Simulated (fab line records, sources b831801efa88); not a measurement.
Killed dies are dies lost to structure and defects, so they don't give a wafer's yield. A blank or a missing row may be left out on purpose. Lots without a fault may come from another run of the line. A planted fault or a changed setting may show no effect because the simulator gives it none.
Which tool did it? | flow sky130 | 15 lots, 45 wafers sampled, at 4 steps of a route of 708

WHAT THE GAUGES READ, wafer by wafer
SKY_VIA2_THK_MEAS_23: measures by xrf. Usual: VIA2_W_THK 424 nm, standard deviation 9.3.
lot  | measured     | on            | VIA2_W_THK (nm) | flag
L294 | day 37 05:43 | film_metro-02 | 410 407 413     |
L295 | day 37 09:01 | film_metro-02 | 411 419 409     |
L296 | day 37 12:35 | film_metro-04 | 416 421 419     |
L297 | day 38 01:07 | film_metro-01 | 441 437 437     |
L298 | day 38 04:10 | film_metro-04 | 417 422 419     |
L299 | day 38 12:09 | film_metro-01 | 433 437 428     |
L300 | day 38 23:28 | film_metro-04 | 422 425 421     |
L301 | day 39 02:19 | film_metro-02 | 428 427 421     |
L302 | day 39 22:39 | film_metro-02 | 423 428 420     |
L303 | day 39 23:50 | film_metro-04 | 428 417 422     |
L304 | day 40 06:28 | film_metro-02 | 418 415 420     |
L305 | day 40 10:58 | film_metro-02 | 417 418 414     |
L314 | day 42 17:01 | film_metro-01 | 441 444 448     |
L315 | day 43 17:40 | film_metro-04 | 426 422 426     |
L316 | day 43 12:38 | film_metro-01 | 440 440 436     |

SKY_VIA3_THK_MEAS_23: measures by xrf. Usual: VIA3_W_THK 397 nm, standard deviation 7.4.
lot  | measured     | on            | VIA3_W_THK (nm) | flag
L294 | day 40 12:59 | film_metro-01 | 400 395 396     |
L295 | day 40 15:23 | film_metro-04 | 394 385 394     |
L296 | day 40 19:32 | film_metro-03 | 394 392 395     |
L297 | day 41 07:04 | film_metro-04 | 385 385 384     |
L298 | day 41 10:24 | film_metro-04 | 389 387 387     |
L299 | day 41 16:52 | film_metro-01 | 397 403 399     |
L300 | day 42 05:10 | film_metro-04 | 399 390 396     |
L301 | day 42 07:40 | film_metro-01 | 397 402 394     |
L302 | day 43 02:13 | film_metro-03 | 392 392 396     |
L303 | day 43 03:19 | film_metro-01 | 395 401 405     |
L304 | day 43 09:14 | film_metro-01 | 399 402 396     |
L305 | day 43 13:41 | film_metro-03 | 403 405 405     |
L314 | day 45 18:14 | film_metro-01 | 411 411 411     |
L315 | day 46 16:20 | film_metro-01 | 408 408 404     |
L316 | day 46 11:20 | film_metro-01 | 403 402 406     |

SKY_METAL5_THK_MEAS_06: measures by xrf. Usual: METAL5_ALCU_THK 1175 nm, standard deviation 15.
lot  | measured     | on            | METAL5_ALCU_THK (nm) | flag
L294 | day 43 16:53 | film_metro-03 | 1180 1173 1181       |
L295 | day 43 19:15 | film_metro-03 | 1186 1190 1190       |
L296 | day 43 22:14 | film_metro-02 | 1154 1155 1172       |
L297 | day 44 12:16 | film_metro-03 | 1206 1200 1191       |
L298 | day 44 13:46 | film_metro-02 | 1174 1174 1176       |
L299 | day 44 19:19 | film_metro-02 | 1174 1177 1167       |
L300 | day 45 05:37 | film_metro-03 | 1213 1217 1220       |
L301 | day 45 11:20 | film_metro-03 | 1194 1181 1192       |
L302 | day 46 01:12 | film_metro-02 | 1174 1170 1162       |
L303 | day 46 02:46 | film_metro-02 | 1163 1155 1162       |
L304 | day 46 07:28 | film_metro-02 | 1167 1167 1160       |
L305 | day 46 12:34 | film_metro-03 | 1179 1182 1167       |
L314 | day 48 11:58 | film_metro-02 | 1172 1161 1157       |
L315 | day 49 07:31 | film_metro-04 | 1156 1154 1166       |
L316 | day 49 04:26 | film_metro-02 | 1163 1148 1167       |

WHICH TOOL RAN EACH LOT (tool, then ch and the chambers of the sampled wafers, then the start)
lot  | SKY_SONOS_ONO_CVD_02
L294 | lpcvd-02 ch 1, day 12 01:39
L295 | lpcvd-02 ch 0, day 12 05:55
L296 | lpcvd-02 ch 0, day 12 11:12
L297 | lpcvd-02 ch 0, day 13 04:05
L298 | lpcvd-02 ch 1, day 13 07:16
L299 | lpcvd-02 ch 1, day 13 13:58
L300 | lpcvd-02 ch 0, day 13 21:13
L301 | lpcvd-02 ch 1, day 14 03:38
L302 | lpcvd-02 ch 1, day 15 02:28
L303 | lpcvd-02 ch 0, day 15 02:28
L304 | lpcvd-02 ch 0, day 15 09:04
L305 | lpcvd-02 ch 1, day 15 18:01
L314 | lpcvd-02 ch 1, day 18 11:25
L315 | lpcvd-02 ch 0, day 19 13:25
L316 | lpcvd-02 ch 1, day 19 15:07
- SKY_SONOS_ONO_CVD_02: deposits Si3N4 from DCS/NH3, target thk 10.5 nm, time 180 s.

WHAT THE TOOLS THEMSELVES READ (means of the sampled wafers that have a number; where no wafer has one, the mark that the record gives instead)
SKY_SONOS_ONO_CVD_02. Usual: spike_tc_lower_C 770.5 C, standard deviation 1.4.
lot  | tool     | spike_tc_lower_C (C) | flag
L294 | lpcvd-02 | 769.5                |
L295 | lpcvd-02 | 771.1                |
L296 | lpcvd-02 | 771.9                |
L297 | lpcvd-02 | 770.1                |
L298 | lpcvd-02 | 769.7                |
L299 | lpcvd-02 | 770.2                |
L300 | lpcvd-02 | 772.4                |
L301 | lpcvd-02 | 770.0                |
L302 | lpcvd-02 | 769.6                |
L303 | lpcvd-02 | 771.7                |
L304 | lpcvd-02 | 771.7                |
L305 | lpcvd-02 | 768.8                |
L314 | lpcvd-02 | 769.4                |
L315 | lpcvd-02 | 772.0                |
L316 | lpcvd-02 | 769.4                |

THE ANSWER, worked out from the rows above alone
Rule: a lot is off if the mean of its wafers that have a number lies more than 3 standard deviations from the usual mean. A lot without any number at a reading at which 4 lots or more have one is off too. The other lots that the step has rows for count as sound. The gauges are gone through in route order, then the tools' own readings, and for those a lot's mean is taken as printed above. The first step at which some lot is off is used, and at that step the reading that is off furthest; a lot without a number counts as furthest.
No lot is off at any reading shown: from this, nothing can be told.

WHAT THE SIMULATOR HAD PUT IN
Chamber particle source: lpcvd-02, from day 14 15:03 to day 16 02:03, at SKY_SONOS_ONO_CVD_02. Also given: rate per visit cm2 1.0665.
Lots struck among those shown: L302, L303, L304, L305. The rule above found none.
